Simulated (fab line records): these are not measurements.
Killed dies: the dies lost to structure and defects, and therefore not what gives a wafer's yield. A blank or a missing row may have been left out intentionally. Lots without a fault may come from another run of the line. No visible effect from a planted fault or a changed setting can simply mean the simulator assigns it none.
Split-lot study -- flow sky130 -- on a route of 708 steps: 5 lots, 23 wafers read

THE SPLIT
At SKY_VT_ADJUST_PCH_IMPLANT_08, the setting dose cm2 was moved away from the recipe's 5e+11 on 6 of the 23 wafers read, by -7.5% to +2.2%. All remaining wafers had this setting at the recipe value.

FROM THE SPLIT ON TO THE READING: in between, the file shows 1 step
- SKY_VT_ADJUST_PCH_STRIP_09: strips in O2/N2

THE READING
VT_ADJUST_PCH_TW, at SKY_VT_ADJUST_PCH_TW_MEAS_10. Fault-free wafers of this fab line usually give 141.8, standard deviation 1.1.

wafer,"tool, chamber at the split",dose cm2 as run,against the recipe,VT_ADJUST_PCH_TW,against lot-mates on the recipe
L074.1,"implanter-02, 0",5e+11,recipe,142.7,-
L074.4,"implanter-02, 0",5e+11,recipe,142.8,-
L074.6,"implanter-02, 0",5e+11,recipe,142.4,-
L077.1,"implanter-01, 0",5e+11,recipe,142.4,-
L077.2,"implanter-01, 0",5e+11,recipe,141.7,-
L077.3,"implanter-01, 0",5e+11,recipe,142.0,-
L077.4,"implanter-01, 0",5e+11,recipe,141.9,-
L077.5,"implanter-01, 0",5e+11,recipe,141.9,-
L081.1,"implanter-03, 0",5e+11,recipe,142.6,-
L081.2,"implanter-03, 0",5.112e+11,+2.2%,143.3,+1.5
L081.4,"implanter-03, 0",5e+11,recipe,141.1,-
L081.5,"implanter-03, 0",5.112e+11,+2.2%,142.6,+0.8
L081.6,"implanter-03, 0",5.112e+11,+2.2%,142.9,+1.1
L082.1,"implanter-03, 0",5e+11,recipe,142.9,-
L082.2,"implanter-03, 0",5e+11,recipe,143.4,-
L082.3,"implanter-03, 0",5e+11,recipe,142.3,-
L082.4,"implanter-03, 0",5e+11,recipe,143.0,-
L082.6,"implanter-03, 0",5e+11,recipe,142.7,-
L084.1,"implanter-01, 0",4.626e+11,-7.5%,137.1,-3.2
L084.3,"implanter-01, 0",5e+11,recipe,140.7,-
L084.4,"implanter-01, 0",4.626e+11,-7.5%,137.1,-3.2
L084.5,"implanter-01, 0",5e+11,recipe,139.8,-
L084.6,"implanter-01, 0",4.626e+11,-7.5%,137.4,-2.8

THE FIT
A straight line over all 23 wafers: VT_ADJUST_PCH_TW changes by +0.625 for each +1% of dose cm2; r = +0.91; the points scatter about the line by 0.83.
The same after taking each lot's own level away (the mean of its wafers on the recipe; 23 wafers): +0.416 for each +1%; r = +0.95; scatter 0.37.
According to that fit, moving dose cm2 by its largest amount changes the reading by 3.1.
The lots' own levels span 140.25 to 142.86, that is 2.4 times the standard deviation above.
Hence the slope depends on the lot-to-lot level, as the two fits are not the same.
Check: -3.06 against its lot-mates is what the line predicts for one of the wafers moved furthest among these (-7.5%) when that wafer is left out of the fit. Against them it came out at -3.15.

FURTHER SPLITS ON THESE WAFERS
These wafers also went through other splits before the reading. Each is held against what the fit with the lots' levels taken away leaves over:
other split on the same wafers,wafers away from the commonest value,r with VT_ADJUST_PCH_TW (lot level and that fit taken away)
SKY_VT_ADJUST_NCORE_IMPLANT_09 energy kev,9,+0.17
SKY_VT_ADJUST_HVTR_SOFTBAKE_03 temp c,9,-0.04
SKY_VT_ADJUST_HVTR_IMPLANT_09 energy kev,9,-0.04

FILE'S OWN FIT
VT_ADJUST_PCH_TW changes by +0.412 for each +1% of dose cm2, r = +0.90.
